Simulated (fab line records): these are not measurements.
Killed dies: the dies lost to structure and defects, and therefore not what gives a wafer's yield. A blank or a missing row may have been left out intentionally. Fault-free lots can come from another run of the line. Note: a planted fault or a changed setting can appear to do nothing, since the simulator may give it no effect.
fab line records	flow gf180mcu
record: lots: 6	wafers: 18	last_day: 34
route steps=602 shown V2@406 M3@409
lots that met no fault: taken from a fault-free run of the same line
start_h: start of the lot's first displayed wafer, in hours after the record's first day	wait_h: hours from the lot's prior step to this one	" same as the row above	L1.1+2: one row covering several wafers at once	- no value, or no start given	* or withheld: withheld	< > ~ a bound
route shown NAME@n: names a module that has steps shown in the file, with the first one's number in the route	usual: mean/standard deviation taken from wafers without a fault	same: alike in all rows	chamber/n: place in a boat	sites: per-site readings	_std_site: standard deviation across them	_edge_site: the outer-site mean with the inner-site mean subtracted	radius_mm: for every site, how far away it sits from the centre of the wafer	mask NAME#n: copy n	behind: the tool/chamber that last shaped the wafer	hold: reason for holding the lot/hours on hold/outcome of the hold	device: names the non-switching transistor (n, p or np)	end of line: the same wafers' tests at the end of the route	step lacking rows: just its recipe	killed: the dies lost at the first sort to structure and to defects; this is not the yield of the wafer	map: a wafer's dies, x killed, . not, _ none there
set.NAME: the setting that was run; set.NAME@STEP: the one run at that earlier step	model.NAME: the simulator's own value behind a step, which no gauge read
lots at some steps of the route; a table a step, a row a wafer
services: from which hour (start_h, from the record's first day; less than 0 if before it) a tool's chamber was out of use, for how many hours, and why
== steps ==
step: GF_V2_RS_MEAS_24
recipe: thk_meas_gauge: four-point-probe	reads: W_of_V2_CVD_23+TiN_of_V2_SPUTTER_22+Ti_of_V2_SPUTTER_21
usual: V2_W_RS: 0.327/0.0045
lot.wafer	tool	chamber	start_h	wait_h	V2_W_RS[ohm/sq]
L279.2	film_metro-02	-	493.08	0.1	0.327
L279.3	"	-	"	"	0.324
L279.4	"	-	"	"	0.322
L286.1	film_metro-03	-	546.96	0.1	0.324
L286.4	"	-	"	"	0.324
L286.6	"	-	"	"	0.321
L295.3	film_metro-02	-	632.05	0.1	0.324
L295.5	"	-	"	"	0.323
L295.6	"	-	"	"	0.331
L297.1	film_metro-03	-	641.48	0.1	0.323
L297.3	"	-	"	"	0.322
L297.6	"	-	"	"	0.320
L296.1	film_metro-01	-	650.23	0.1	0.328
L296.3	"	-	"	"	0.327
L296.4	"	-	"	"	0.330
L299.3	film_metro-01	-	659.66	0.1	0.332
L299.5	"	-	"	"	0.333
L299.6	"	-	"	"	0.334
step: GF_V2_THK_MEAS_25
recipe: thk_meas_gauge: xrf	reads: W_of_V2_CVD_23
usual: V2_W_THK: 346/5.2
lot.wafer	tool	chamber	start_h	wait_h	V2_W_THK[nm]
L279.2	film_metro-02	-	493.19	0.1	344
L279.3	"	-	"	"	344
L279.4	"	-	"	"	346
L286.1	film_metro-03	-	547.08	0.1	348
L286.4	"	-	"	"	348
L286.6	"	-	"	"	356
L295.3	film_metro-02	-	632.15	0.1	347
L295.5	"	-	"	"	348
L295.6	"	-	"	"	340
L297.1	film_metro-03	-	641.60	0.1	350
L297.3	"	-	"	"	352
L297.6	"	-	"	"	353
L296.1	film_metro-01	-	650.35	0.1	345
L296.3	"	-	"	"	347
L296.4	"	-	"	"	345
L299.3	film_metro-01	-	659.76	0.1	341
L299.5	"	-	"	"	339
L299.6	"	-	"	"	340
step: GF_V2_CMP_26
recipe: stop_on: SiO2	down_force_psi: 3.5	platen_rpm: 60	t_overpolish_s: 15	target_thk_nm: 0	pad_velocity_m_s: 0.94248
usual: motor_current_A: 10.4/0.86	overpolish_run_s: 15.000/0.0099	slurry_filter_dp_kPa: 13.51/0.13	time_to_endpoint_s: 83/4.1
lot.wafer	tool	chamber	start_h	wait_h	motor_current_A	overpolish_run_s	slurry_filter_dp_kPa	time_to_endpoint_s
L279.2	cmp-02	3	493.24	0.0	10.9	15.015	13.51	80
L279.3	"	1	"	"	11.9	15.008	13.37	86
L279.4	"	2	"	"	10.5	15.002	13.50	87
L286.1	cmp-01	1	547.14	0.1	10.6	15.004	13.53	81
L286.4	"	0	"	"	11.6	14.997	13.42	77
L286.6	"	2	"	"	9.9	14.979	13.59	85
L295.3	cmp-01	2	632.34	0.2	9.8	15.003	13.54	83
L295.6	"	3	"	"	9.1	14.991	13.32	78
L295.5	"	0	"	"	11.6	15.007	13.61	73
L297.1	cmp-01	1	641.71	0.1	10.8	14.995	13.72	83
L297.3	"	2	"	"	9.8	15.000	13.50	82
L297.6	"	1	"	"	10.9	15.015	13.63	87
L296.3	cmp-01	1	650.46	0.1	11.0	15.004	13.54	90
L296.1	"	2	"	"	9.5	14.989	13.52	86
L296.4	"	3	"	"	9.4	14.994	13.56	85
L299.3	cmp-01	0	659.80	0.0	11.4	15.018	13.39	81
L299.6	"	0	"	"	12.0	15.008	13.69	80
L299.5	"	1	"	"	10.3	15.004	13.43	88
step: GF_M3_SPUTTER_00
recipe: material: Ti	target_thk_nm: 37.5	arriving_ion_energy_ev: 80	substrate_temp_c: 200	chamber_pressure_pa: 2	power_w: 4000	time_s: 150
step: GF_M3_SPUTTER_01
recipe: material: TiN	target_thk_nm: 30	power_w: 6500	time_s: 25	chamber_pressure_pa: 0.4
usual: throttle_valve_pct: 30.1/1.5
lot.wafer	tool	chamber	start_h	wait_h	throttle_valve_pct
L279.2	pvd_sputter-01	-	493.64	0.1	32.6
L279.3	"	-	"	"	30.0
L279.4	"	-	"	"	30.7
L286.1	pvd_sputter-03	-	547.54	0.1	29.6
L286.4	"	-	"	"	31.3
L286.6	"	-	"	"	30.7
L295.3	pvd_sputter-02	-	632.59	0.1	29.7
L295.5	"	-	"	"	30.2
L295.6	"	-	"	"	29.8
L297.1	pvd_sputter-01	-	642.06	0.1	29.7
L297.3	"	-	"	"	30.7
L297.6	"	-	"	"	29.8
L296.1	pvd_sputter-01	-	650.81	0.1	29.6
L296.3	"	-	"	"	30.9
L296.4	"	-	"	"	30.9
L299.3	pvd_sputter-03	-	660.20	0.1	29.6
L299.5	"	-	"	"	30.1
L299.6	"	-	"	"	31.1
step: GF_M3_SPUTTER_02
recipe: material: AlCu	target_thk_nm: 450	power_w: 10600	time_s: 23.9	chamber_pressure_pa: 0.4
usual: throttle_valve_pct: 30.1/1.5
lot.wafer	tool	chamber	start_h	wait_h	throttle_valve_pct
L279.2	pvd_sputter-01	-	493.68	0.0	32.5
L279.3	"	-	"	"	29.9
L279.4	"	-	"	"	30.8
L286.1	pvd_sputter-03	-	547.57	0.0	29.4
L286.4	"	-	"	"	31.5
L286.6	"	-	"	"	31.0
L295.3	pvd_sputter-02	-	632.62	0.0	29.6
L295.5	"	-	"	"	30.1
L295.6	"	-	"	"	29.3
L297.1	pvd_sputter-01	-	642.09	0.0	30.2
L297.3	"	-	"	"	31.1
L297.6	"	-	"	"	29.7
L296.1	pvd_sputter-01	-	650.84	0.0	30.1
L296.3	"	-	"	"	30.8
L296.4	"	-	"	"	30.8
L299.3	pvd_sputter-03	-	660.23	0.0	29.6
L299.5	"	-	"	"	30.2
L299.6	"	-	"	"	31.1
step: GF_M3_SPUTTER_03
recipe: material: Ti	target_thk_nm: 10	substrate_temp_c: 300	chamber_pressure_pa: 0.3	power_w: 3000	time_s: 6.7
usual: throttle_valve_pct: 30.1/1.5
lot.wafer	tool	chamber	start_h	wait_h	throttle_valve_pct
L279.2	pvd_sputter-01	-	493.71	0.0	32.3
L279.3	"	-	"	"	29.8
L279.4	"	-	"	"	30.7
L286.1	pvd_sputter-03	-	547.60	0.0	29.5
L286.4	"	-	"	"	31.3
L286.6	"	-	"	"	30.9
L295.3	pvd_sputter-02	-	632.65	0.0	29.7
L295.5	"	-	"	"	30.1
L295.6	"	-	"	"	29.7
L297.1	pvd_sputter-01	-	642.12	0.0	29.9
L297.3	"	-	"	"	31.0
L297.6	"	-	"	"	29.9
L296.1	pvd_sputter-01	-	650.87	0.0	30.0
L296.3	"	-	"	"	30.9
L296.4	"	-	"	"	30.9
L299.3	pvd_sputter-03	-	660.26	0.0	29.5
L299.5	"	-	"	"	30.3
L299.6	"	-	"	"	30.9
step: GF_M3_SPUTTER_04
recipe: material: TiN	target_thk_nm: 50	power_w: 6500	time_s: 41.7	chamber_pressure_pa: 0.4
usual: throttle_valve_pct: 30.1/1.5
lot.wafer	tool	chamber	start_h	wait_h	throttle_valve_pct
L279.2	pvd_sputter-01	-	493.73	0.0	32.5
L279.3	"	-	"	"	30.1
L279.4	"	-	"	"	30.9
L286.1	pvd_sputter-03	-	547.62	0.0	29.6
L286.4	"	-	"	"	31.0
L286.6	"	-	"	"	30.8
L295.3	pvd_sputter-02	-	632.67	0.0	29.7
L295.5	"	-	"	"	30.2
L295.6	"	-	"	"	29.6
L297.1	pvd_sputter-01	-	642.14	0.0	29.6
L297.3	"	-	"	"	30.7
L297.6	"	-	"	"	30.1
L296.1	pvd_sputter-01	-	650.89	0.0	29.8
L296.3	"	-	"	"	30.8
L296.4	"	-	"	"	30.9
L299.3	pvd_sputter-03	-	660.28	0.0	29.5
L299.5	"	-	"	"	30.0
L299.6	"	-	"	"	31.3
step: GF_M3_RS_MEAS_05
recipe: thk_meas_gauge: four-point-probe	reads: TiN_of_M3_SPUTTER_04+Ti_of_M3_SPUTTER_03+AlCu_of_M3_SPUTTER_02+TiN_of_M3_SPUTTER_01+Ti_of_M3_SPUTTER_00
usual: M3_ALCU_RS: 0.0693/0.00063
lot.wafer	tool	chamber	start_h	wait_h	M3_ALCU_RS[ohm/sq]
L279.2	film_metro-01	-	493.79	0.0	0.0683
L279.3	"	-	"	"	0.0689
L279.4	"	-	"	"	0.0690
L286.1	film_metro-04	-	547.66	0.0	0.0690
L286.4	"	-	"	"	0.0699
L286.6	"	-	"	"	0.0700
L295.3	film_metro-02	-	632.75	0.1	0.0700
L295.5	"	-	"	"	0.0707
L295.6	"	-	"	"	0.0693
L297.1	film_metro-01	-	642.18	0.0	0.0698
L297.3	"	-	"	"	0.0695
L297.6	"	-	"	"	0.0695
L296.1	film_metro-02	-	650.93	0.0	0.0690
L296.3	"	-	"	"	0.0686
L296.4	"	-	"	"	0.0692
L299.3	film_metro-01	-	660.36	0.1	0.0689
L299.5	"	-	"	"	0.0689
L299.6	"	-	"	"	0.0690
step: GF_M3_THK_MEAS_06
recipe: thk_meas_gauge: xrf	reads: AlCu_of_M3_SPUTTER_02
usual: M3_ALCU_THK: 455/4.8
lot.wafer	tool	chamber	start_h	wait_h	M3_ALCU_THK[nm]
L279.2	film_metro-01	-	493.90	0.1	458
L279.3	"	-	"	"	458
L279.4	"	-	"	"	455
L286.1	film_metro-04	-	547.78	0.1	456
L286.4	"	-	"	"	452
L286.6	"	-	"	"	449
L295.3	film_metro-02	-	632.85	0.1	452
L295.5	"	-	"	"	448
L295.6	"	-	"	"	459
L297.1	film_metro-01	-	642.30	0.1	449
L297.3	"	-	"	"	454
L297.6	"	-	"	"	453
L296.1	film_metro-02	-	651.05	0.1	460
L296.3	"	-	"	"	461
L296.4	"	-	"	"	458
L299.3	film_metro-01	-	660.46	0.1	459
L299.5	"	-	"	"	460
L299.6	"	-	"	"	455
step: GF_M3_DEHYDRATE_07
recipe: temp_c: 200	time_s: 60
step: GF_M3_HMDS_08
recipe: prime_time_s: 60	prime_temp_c: 120
step: GF_M3_COAT_09
recipe: resist: KrF	spin_rpm: withheld	resist_thk_nm: 1000
lot.wafer	tool	chamber	start_h	wait_h	model.KrF_of_M3_COAT_09.thk_nm
L279.2	litho_track-04	0	505.67	0.1	1001
L279.3	"	0	"	"	999.8
L279.4	"	0	"	"	1003
L286.1+6	litho_track-01	0	558.43	0.1	1002
L286.4	"	0	"	"	998.4
L295.3	litho_track-01	0	642.78	0.1	1033
L295.5	"	0	"	"	1035
L295.6	"	0	"	"	1004
L297.1	litho_track-01	0	652.13	0.1	1032
L297.3	"	0	"	"	1034
L297.6	"	0	"	"	996.7
L296.1	litho_track-03	0	659.93	0.1	998.9
L296.3	"	0	"	"	1001
L296.4	"	0	"	"	999.8
L299.3	litho_track-04	0	669.99	0.1	997.8
L299.5	"	0	"	"	999.6
L299.6	"	0	"	"	1001
step: GF_M3_SOFTBAKE_10
recipe: temp_c: 130	time_s: 60	resist: KrF
step: GF_M3_EXPOSE_11
recipe: mask_id: Metal3	target_cd_nm: 280	na: 0.68	source_shape: conventional	sigma_outer: 0.6	dose_mj: 28
step: GF_M3_PEB_12
recipe: peb_temp_c: 135	peb_time_s: 90	resist: KrF
step: GF_M3_DEVELOP_13
recipe: develop_time_s: 60	dev_temp_c: 21
step: GF_M3_CD_MEAS_14
recipe: target_cd_nm: 280
usual: cd_nm: 280.2/1.4
lot.wafer	tool	chamber	start_h	wait_h	cd_nm
L279.2	cd_sem-01	-	517.20	0.1	281.8
L279.3	"	-	"	"	281.0
L279.4	"	-	"	"	281.9
L286.1	cd_sem-01	-	569.48	0.1	279.1
L286.4	"	-	"	"	279.1
L286.6	"	-	"	"	279.1
L295.3	cd_sem-02	-	652.72	0.1	280.4
L295.5	"	-	"	"	282.1
L295.6	"	-	"	"	280.5
L297.1	cd_sem-02	-	661.63	0.1	281.7
L297.3	"	-	"	"	282.2
L297.6	"	-	"	"	281.7
L296.1	cd_sem-02	-	669.73	0.1	280.6
L296.3	"	-	"	"	280.4
L296.4	"	-	"	"	280.9
L299.3	cd_sem-02	-	679.52	0.1	280.4
L299.5	"	-	"	"	280.7
L299.6	"	-	"	"	280.1
step: GF_M3_OVL_MEAS_15
usual: M3_OVL: 2/5.6
lot.wafer	tool	chamber	start_h	wait_h	M3_OVL[nm]
L279.2	overlay-02	-	517.31	0.1	-4
L279.3	"	-	"	"	-1
L279.4	"	-	"	"	-2
L286.1	overlay-02	-	569.60	0.1	0
L286.4	"	-	"	"	4
L286.6	"	-	"	"	3
L295.3	overlay-02	-	652.81	0.1	5
L295.5	"	-	"	"	5
L295.6	"	-	"	"	-1
L297.1	overlay-02	-	661.75	0.1	-9
L297.3	"	-	"	"	0
L297.6	"	-	"	"	-1
L296.1	overlay-02	-	669.85	0.1	5
L296.3	"	-	"	"	8
L296.4	"	-	"	"	5
L299.3	overlay-01	-	679.61	0.1	11
L299.5	"	-	"	"	3
L299.6	"	-	"	"	0
step: GF_M3_METAL_ETCH_16
recipe: chemistry: Cl2/BCl3	mask_material: KrF	target_depth_nm: 627.5	stop_on: SiO2	pressure_mtorr: 8	icp_w: 800	bias_w: 140	Cl2_flow_sccm: 80	bcl3_flow_sccm: 40	time_s: 104.6
usual: bias_w: 140.1/0.41	chamber_pressure_mTorr: 8.000/0.0075	drypump_motor_current_A: 5.9/0.82	oes_product_au: 0.973/0.006	throttle_valve_pct: 28.247/0.0094
lot.wafer	tool	chamber	start_h	wait_h	bias_w	chamber_pressure_mTorr	drypump_motor_current_A	oes_product_au	rf_hours_counter_h	throttle_valve_pct	model.KrF_of_M3_COAT_09.thk_nm
L279.2	rie_metal-02	1	517.34	0.0	139.9	7.998	6.8	0.978	8.4	28.250	732.9
L279.3	"	0	"	"	140.2	8.013	5.7	0.977	-	28.241	733.8
L279.4	"	1	"	"	140.2	7.993	6.8	0.977	-	28.255	733.3
L286.1	rie_metal-01	1	569.63	0.0	139.9	7.996	5.2	0.969	6.1	28.238	733.4
L286.4	"	1	"	"	139.7	7.994	5.2	0.975	-	28.248	730.5
L286.6	"	1	"	"	140.0	7.999	5.3	0.977	-	28.241	733.2
L295.3	rie_metal-01	0	652.87	0.1	139.0	7.998	4.6	0.970	-	28.243	767.3
L295.5	"	1	"	"	140.6	7.981	5.3	0.972	-	28.239	765.2
L295.6	"	0	"	"	140.1	7.997	4.6	0.966	-	28.245	737
L297.1	rie_metal-02	0	661.78	0.0	139.9	8.011	5.7	0.966	12.0	28.256	767.8
L297.3	"	1	"	"	140.3	7.998	6.8	0.979	-	28.246	765.2
L297.6	"	1	"	"	139.6	8.003	6.8	0.974	-	28.250	729.1
L296.1	rie_metal-02	0	669.89	0.0	140.4	7.999	5.6	0.973	12.3	28.242	736.1
L296.3	"	1	"	"	139.8	7.990	6.7	0.978	-	28.247	733.6
L296.4	"	0	"	"	139.6	8.004	5.7	0.970	-	28.252	734.1
L299.3	rie_metal-04	1	679.67	0.1	140.8	8.006	6.5	0.975	-	28.237	733.3
L299.5	"	0	"	"	139.6	8.001	6.7	0.975	-	28.251	735.5
L299.6	"	1	"	"	140.7	7.995	6.6	0.968	-	28.269	738.9
step: GF_M3_STRIP_17
recipe: chemistry: O2/N2	power_w: 1400	pressure_mtorr: 1500	platen_temp_c: 250	o2_flow_sccm: 3000	n2_flow_sccm: 300	overash_fraction: 0.5
usual: chamber_pressure_mTorr: 1500.2/1.5	drypump_motor_current_A: 5.65/0.21	heater_power_w: 329/42	oes_product_au: 0.557/0.0041	strip_time_to_endpoint_s: 7.88/0.042
lot.wafer	tool	chamber	start_h	wait_h	chamber_pressure_mTorr	drypump_motor_current_A	heater_power_w	oes_product_au	rf_hours_counter_h	strip_time_to_endpoint_s
L279.2	plasma_asher-02	0	517.45	0.1	1500.6	5.23	303	0.556	93	7.85
L279.3	"	0	"	"	1501.3	5.22	307	0.554	-	7.87
L279.4	"	1	"	"	1502.1	5.75	326	0.560	-	7.86
L286.1	plasma_asher-02	1	569.75	0.1	1500.2	5.77	328	0.556	98	7.86
L286.4	"	0	"	"	1498.6	5.25	312	0.558	-	7.84
L286.6	"	0	"	"	1502.2	5.27	318	0.558	-	7.86
L295.3	plasma_asher-01	1	652.98	0.1	1500.2	5.53	289	0.567	-	8.20
L295.5	"	1	"	"	1501.7	5.52	280	0.573	-	8.15
L295.6	"	0	"	"	1501.1	6.04	306	0.563	-	7.90
L297.1	plasma_asher-04	0	661.90	0.1	1498.5	5.66	308	0.571	56	8.19
L297.3	"	0	"	"	1501.5	5.65	313	0.576	-	8.17
L297.6	"	0	"	"	1501.2	5.66	306	0.551	-	7.82
L296.1	plasma_asher-04	1	670.00	0.1	1499.4	5.74	411	0.560	57	7.89
L296.3	"	0	"	"	1499.1	5.67	301	0.565	-	7.88
L296.4	"	1	"	"	1500.6	5.75	413	0.552	-	7.88
L299.3	plasma_asher-01	1	679.78	0.1	1500.3	5.51	285	0.554	-	7.85
L299.5	"	0	"	"	1499.0	5.93	308	0.557	-	7.87
L299.6	"	1	"	"	1498.3	5.55	283	0.556	-	7.93
step: GF_M3_STRIP_18
recipe: chemistry: post_etch_residue_remover	time_s: 1200	temp_c: 72.5
== services ==
tool	chamber	start_h	hours	kind
plasma_asher-02	-	471.54	1.0	repair
cmp-01	-	481.55	3.5	pm
rie_metal-04	-	482.96	2.8	pm
plasma_asher-04	-	486.05	1.5	repair
cmp-01	-	497.84	1.7	repair
pvd_sputter-02	-	517.10	1.7	repair
plasma_asher-02	-	517.99	1.1	repair
pvd_sputter-01	-	519.04	3.0	repair
rie_metal-01	-	520.97	1.2	repair
pvd_sputter-01	-	525.80	3.5	repair
pvd_sputter-01	-	525.99	3.7	repair
cmp-02	-	532.18	1.6	repair
rie_metal-01	-	547.61	2.1	repair
cmp-01	-	550.66	3.8	repair
cmp-02	-	556.84	0.8	repair
cmp-02	-	558.09	3.1	repair
plasma_asher-02	-	566.17	1.0	repair
plasma_asher-04	-	576.70	0.7	repair
plasma_asher-02	-	584.73	0.9	repair
pvd_sputter-02	-	607.05	1.4	repair
cmp-01	-	624.35	0.9	repair
plasma_asher-02	-	636.65	7.9	repair
plasma_asher-02	-	644.60	14.6	pm
pvd_sputter-01	-	653.32	5.3	repair
== key ==
first_sign: step: GF_M3_STRIP_17	reading: strip_time_to_endpoint_s	direction: up	sigmas: 7.1	usual: *	struck: *
effect: step: GF_M3_STRIP_17	reading: oes_product_au	direction: up	sigmas: 3.4	usual: 0.557	struck: 0.572
model_effect: step: GF_M3_COAT_09	value: KrF_of_M3_COAT_09.thk_nm	without: 1003	struck: 1033
model_effect: step: GF_M3_METAL_ETCH_16	value: KrF_of_M3_COAT_09.thk_nm	without: 736	struck: 766.4
met_at GF_M3_COAT_09
struck_wafers L295.3,L295.5,L297.1,L297.3
onset_between 558.43 642.78
fault: kind: process_parameter_drift	tool: litho_track-01	chamber: -	onset_h: 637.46	steps: GF_M3_COAT_09	channel: resist_thk_nm	offset: *	shape: step	end_h: 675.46	scope: struck_wafers_only	acts_in: *	stated: *
